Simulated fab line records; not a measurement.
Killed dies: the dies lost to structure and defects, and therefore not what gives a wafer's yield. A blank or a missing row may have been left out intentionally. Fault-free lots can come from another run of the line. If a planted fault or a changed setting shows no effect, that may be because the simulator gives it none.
Matching of chambers ; flow gf180mcu ; pecvd-03 running GF_SAB_CVD_00: 3 sister chambers
The step deposits SiO2 from TEOS, target thk 50 nm, time 4.9302 s. 6 wafers are shown with their chamber, then 7 later ones without.

== WAFERS PAIRED WITH THEIR CHAMBERS ==
wafer;chamber;heater_power_w (W)
L153.4;1;807
L154.6;1;688
L156.4;2;603
L156.5;0;630
L162.2;0;568
L162.5;2;584

== WAFERS WHOSE CHAMBER IS MISSING ==
wafer;heater_power_w (W)
L162.6;737
L167.2;735
L167.4;757
L167.5;541
L169.4;701
L169.5;551
L169.6;561

== WHICH CHAMBER EACH WENT THROUGH ==
wafer;from the rows above;in truth
L162.6;1;1
L167.2;1;1
L167.4;1;1
L167.5;can't be placed: 2 or 0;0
L169.4;can't be placed: 1 or 0 or 2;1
L169.5;can't be placed: 2 or 0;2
L169.6;can't be placed: 2 or 0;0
Correctly placed: 3 of 7. From these rows, 4 cannot be placed; in 4 the true chamber is one of the candidates. Wrongly placed: 0.
How it was worked out, from the rows above alone: a wafer's distance from a chamber is the root of the sum, over the readings, of the square of ((its reading less the chamber's mean) divided by the reading's scatter). The wafer belongs to the nearest chamber; if the next one is less than 2 further off, it can't be placed. A chamber's mean is the mean of its shown wafers. The scatter: take each reading less its chamber's mean, square it, sum over the shown wafers, divide by the number of wafers less the number of chambers, and take the root.
